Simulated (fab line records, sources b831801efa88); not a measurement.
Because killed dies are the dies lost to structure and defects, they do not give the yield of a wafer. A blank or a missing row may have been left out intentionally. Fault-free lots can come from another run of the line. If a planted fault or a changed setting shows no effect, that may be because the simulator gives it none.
fab line records	flow sfq-line
[record] lots = 13	wafers = 39	last-day = 100
route steps=325 shown M0@38 C5@246 M6@261 M7@294
lots that met no fault: from a run of the same line without faults
start-h: the number of hours between the record's first day and the start of the first shown wafer of the lot	wait-h: hours since the lot's step before	" same as the row above	L1.1+2: a single row standing in for several wafers	- no value present, or no start provided	* or withheld: withheld	< > ~ a bound
route shown NAME@n: NAME is a module with steps in the file, n the number in the route of the first one	usual: mean/standard deviation taken from wafers without a fault	same: alike in all rows	chamber/n: place in a boat	sites: readings site by site	_std_site: standard deviation of those values	_edge_site: outer sites' mean less inner sites'	radius-mm: how far each site lies from the wafer's centre	mask NAME#n: copy n	behind: the most recent tool/chamber to have shaped the wafer	hold: why the lot went on hold/how many hours it stayed there/how the hold came to an end	device: names the non-switching transistor (n, p or np)	end of line: tests of these same wafers at the route's end	a step without rows: its recipe alone	killed: not the wafer's yield, but the dies lost to structure and defects at the first sort	map: the dies of a wafer, with x for killed, . for not killed, _ for no die there
set.NAME: the setting as run; set.NAME@STEP: as run at that earlier step	model.NAME: the simulator's own value behind a step, which no gauge read
route steps across a sampled set of lots; one table per step, one row per wafer
services: from which hour (start-h, from the record's first day; less than 0 if before it) a tool's chamber was out of use, for how many hours, and why
[[steps]]
[step SFQ_M0_OVL_MEAS_906]
[usual] M0_OVL = -2/4.7
lot.wafer	tool	chamber	start-h	wait-h	M0_OVL[nm]
L470.1	overlay-02	-	285.04	0.1	10
L470.2	"	-	"	"	0
L470.3	"	-	"	"	-3
L471.1	overlay-01	-	298.24	0.1	-4
L471.3	"	-	"	"	3
L471.5	"	-	"	"	1
L480.1	overlay-02	-	381.05	0.1	2
L480.3	"	-	"	"	4
L480.5	"	-	"	"	2
L481.3	overlay-01	-	384.66	0.1	-4
L481.4	"	-	"	"	-2
L481.6	"	-	"	"	-2
L482.1	overlay-02	-	389.45	0.1	-3
L482.3	"	-	"	"	-2
L482.5	"	-	"	"	1
L484.1	overlay-02	-	399.05	0.1	0
L484.2	"	-	"	"	-2
L484.5	"	-	"	"	-4
L485.2	overlay-02	-	408.78	0.1	-3
L485.3	"	-	"	"	-8
L485.4	"	-	"	"	-5
L486.1	overlay-02	-	417.17	0.1	5
L486.5	"	-	"	"	2
L486.6	"	-	"	"	2
L488.3	overlay-02	-	427.99	0.1	-12
L488.5	"	-	"	"	-5
L488.6	"	-	"	"	-5
L489.3	overlay-01	-	436.51	0.1	6
L489.4	"	-	"	"	5
L489.6	"	-	"	"	6
L491.2	overlay-01	-	447.73	0.1	-7
L491.3	"	-	"	"	0
L491.4	"	-	"	"	0
L492.1	overlay-01	-	466.05	0.1	-5
L492.4	"	-	"	"	-6
L492.5	"	-	"	"	-9
L493.1	overlay-01	-	472.05	0.1	-4
L493.3	"	-	"	"	2
L493.6	"	-	"	"	-5
[step SFQ_C5_OVL_MEAS_937]
[usual] C5_OVL = 1/5.5
lot.wafer	tool	chamber	start-h	wait-h	C5_OVL[nm]
L470.1	overlay-02	-	1674.45	0.1	-2
L470.2	"	-	"	"	4
L470.3	"	-	"	"	3
L471.1	overlay-01	-	1702.82	0.1	2
L471.3	"	-	"	"	2
L471.5	"	-	"	"	2
L480.1	overlay-01	-	1886.72	0.1	6
L480.3	"	-	"	"	4
L480.5	"	-	"	"	7
L481.3	overlay-01	-	1891.53	0.1	-3
L481.4	"	-	"	"	1
L481.6	"	-	"	"	-5
L482.1	overlay-01	-	1892.85	0.1	-3
L482.3	"	-	"	"	-4
L482.5	"	-	"	"	-3
L484.1	overlay-02	-	1913.25	0.1	5
L484.2	"	-	"	"	9
L484.5	"	-	"	"	3
L485.2	overlay-01	-	1920.58	0.1	3
L485.3	"	-	"	"	7
L485.4	"	-	"	"	6
L486.1	overlay-02	-	1930.17	0.1	-1
L486.5	"	-	"	"	-1
L486.6	"	-	"	"	3
L488.3	overlay-02	-	1933.78	0.1	-4
L488.5	"	-	"	"	-6
L488.6	"	-	"	"	-6
L489.3	overlay-01	-	1934.98	0.1	5
L489.4	"	-	"	"	1
L489.6	"	-	"	"	2
L491.2	overlay-02	-	1962.65	0.1	3
L491.3	"	-	"	"	2
L491.4	"	-	"	"	-1
L492.1	overlay-01	-	1963.84	0.1	13
L492.4	"	-	"	"	7
L492.5	"	-	"	"	13
L493.1	overlay-01	-	1967.72	0.1	-6
L493.3	"	-	"	"	4
L493.6	"	-	"	"	-2
[step SFQ_M6_OVL_MEAS_940]
[usual] M6_OVL = 1/6
lot.wafer	tool	chamber	start-h	wait-h	M6_OVL[nm]
L470.1	overlay-01	-	1791.86	0.1	6
L470.2	"	-	"	"	3
L470.3	"	-	"	"	-1
L471.1	overlay-01	-	1821.87	0.1	18
L471.3	"	-	"	"	8
L471.5	"	-	"	"	9
L480.1	overlay-01	-	2001.32	0.1	2
L480.3	"	-	"	"	-1
L480.5	"	-	"	"	-1
L481.3	overlay-02	-	2007.34	0.1	-11
L481.4	"	-	"	"	-15
L481.6	"	-	"	"	-11
L482.1	overlay-01	-	2008.52	0.1	3
L482.3	"	-	"	"	4
L482.5	"	-	"	"	0
L484.1	overlay-02	-	2029.91	0.1	-2
L484.2	"	-	"	"	3
L484.5	"	-	"	"	0
L485.2	overlay-02	-	2038.32	0.1	10
L485.3	"	-	"	"	6
L485.4	"	-	"	"	10
L486.1	overlay-01	-	2046.71	0.1	4
L486.5	"	-	"	"	8
L486.6	"	-	"	"	4
L488.3	overlay-02	-	2050.33	0.1	4
L488.5	"	-	"	"	5
L488.6	"	-	"	"	11
L489.3	overlay-01	-	2051.53	0.1	12
L489.4	"	-	"	"	10
L489.6	"	-	"	"	5
L491.2	overlay-01	-	2073.32	0.1	-10
L491.3	"	-	"	"	-2
L491.4	"	-	"	"	-8
L492.1	overlay-01	-	2074.51	0.1	-4
L492.4	"	-	"	"	-4
L492.5	"	-	"	"	-5
L493.1	overlay-01	-	2075.71	0.1	5
L493.3	"	-	"	"	0
L493.6	"	-	"	"	-2
[step SFQ_TRILAYER_M7_STRIP_STRIP_181]
[recipe] gas = O2	power-w = 200	platen-temp-c = 40	overash-fraction = 0.65	chemistry = O2	pressure-mtorr = 50
[usual] drypump-motor-current-A = 5.7/0.4	oes-product-au = 0.994/0.011	overash-fraction = 0.65/0
lot.wafer	tool	chamber	start-h	wait-h	drypump-motor-current-A	oes-product-au	overash-fraction	rf-hours-counter-h
L470.1	rie-metal-01	1	1911.07	0.1	5.5	0.993	0.65	54
L470.2	"	0	"	"	5.8	1.010	0.65	94
L470.3	"	1	"	"	5.5	0.998	0.65	-
L471.1	rie-metal-01	1	1939.99	0.1	5.5	1.003	0.65	57
L471.3	"	1	"	"	5.5	1.002	0.65	-
L471.5	"	0	"	"	5.9	1.013	0.65	-
L480.1	rie-metal-03	1	2171.59	0.1	5.2	0.989	0.39	18
L480.3	"	1	"	"	5.3	0.974	0.39	-
L480.5	"	0	"	"	6.0	1.001	0.39	-
L481.3	rie-metal-03	1	2175.77	0.5	5.3	0.974	0.39	-
L481.4	"	1	"	"	5.3	0.971	0.39	-
L481.6	"	1	"	"	5.3	0.981	0.39	-
L482.1	rie-metal-02	0	2177.59	0.1	5.6	1.000	0.65	48
L482.3	"	0	"	"	5.6	0.987	0.65	-
L482.5	"	1	"	"	6.4	0.998	0.65	-
L484.1	rie-metal-01	1	2193.19	0.1	5.5	0.992	0.65	83
L484.2	"	0	"	"	5.8	0.995	0.65	127
L484.5	"	1	"	"	5.5	0.997	0.65	-
L485.2	rie-metal-02	1	2201.59	0.1	6.3	0.989	0.65	90
L485.3	"	1	"	"	6.3	1.001	0.65	-
L485.4	"	0	"	"	5.6	0.999	0.65	-
L486.1	rie-metal-02	1	2206.39	0.1	6.3	0.999	0.65	90
L486.5	"	0	"	"	5.6	1.011	0.65	-
L486.6	"	1	"	"	6.4	1.000	0.65	-
L488.3	rie-metal-02	1	2211.39	0.2	6.3	1.004	0.65	-
L488.5	"	0	"	"	5.6	1.001	0.65	-
L488.6	"	1	"	"	6.4	0.999	0.65	-
L489.3	rie-metal-02	1	2213.79	0.2	6.3	0.984	0.65	-
L489.4	"	0	"	"	5.7	0.998	0.65	-
L489.6	"	0	"	"	5.6	1.003	0.65	-
L491.2	rie-metal-02	1	2232.64	0.1	6.4	1.012	0.65	94
L491.3	"	0	"	"	5.6	1.002	0.65	-
L491.4	"	1	"	"	6.4	1.007	0.65	-
L492.1	rie-metal-03	0	2237.44	0.1	6.0	1.005	0.65	5
L492.4	"	1	"	"	5.3	0.988	0.65	-
L492.5	"	0	"	"	6.0	1.007	0.65	-
L493.1	rie-metal-02	0	2244.64	0.1	5.6	1.001	0.65	56
L493.3	"	1	"	"	6.3	0.997	0.65	-
L493.6	"	1	"	"	6.3	0.998	0.65	-
[[services]]
tool	chamber	start-h	hours	kind
rie-metal-03	0	1929.31	23.4	repair
rie-metal-01	-	1944.05	28.1	pm
rie-metal-03	-	1972.08	2.8	pm
rie-metal-01	0	1972.41	4.1	repair
rie-metal-03	1	1991.96	-	clean
rie-metal-03	1	1991.96	23.1	scheduled-down
rie-metal-03	1	1991.96	23.1	vent-cycle
rie-metal-01	1	2019.14	4.3	repair
rie-metal-02	-	2020.10	0.9	repair
rie-metal-01	0	2039.91	6.3	repair
rie-metal-01	1	2094.88	15.6	repair
rie-metal-01	-	2116.73	1.4	pm
rie-metal-02	0	2138.54	18.1	repair
rie-metal-03	0	2172.48	-	clean
rie-metal-03	0	2172.48	-	consumable-replace:esc
rie-metal-03	0	2172.48	23.5	scheduled-down
rie-metal-03	0	2172.48	23.5	vent-cycle
rie-metal-01	-	2182.76	1.1	repair
rie-metal-01	0	2234.30	-	clean
rie-metal-01	0	2234.30	18.1	scheduled-down
rie-metal-01	0	2234.30	18.1	vent-cycle
[[key]]
[first-sign] step = SFQ_TRILAYER_M7_STRIP_STRIP_181	reading = overash-fraction	direction = down	sigmas = 99+	usual = 0.65	struck = 0.39
effect none on later readings
met-at SFQ_TRILAYER_M7_STRIP_STRIP_181
struck-lots L480,L481
not-acting-at SFQ_M0_OVL_MEAS_906,SFQ_C5_OVL_MEAS_937,SFQ_M6_OVL_MEAS_940
[fault] kind = process-parameter-drift	tool = rie-metal-03	chamber = -	onset-h = 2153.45	steps = SFQ_TRILAYER_M7_STRIP_STRIP_181	channel = overash-fraction	offset = -0.26	shape = step	end-h = 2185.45	acts-in = these-recipes-only	stated = 0.65
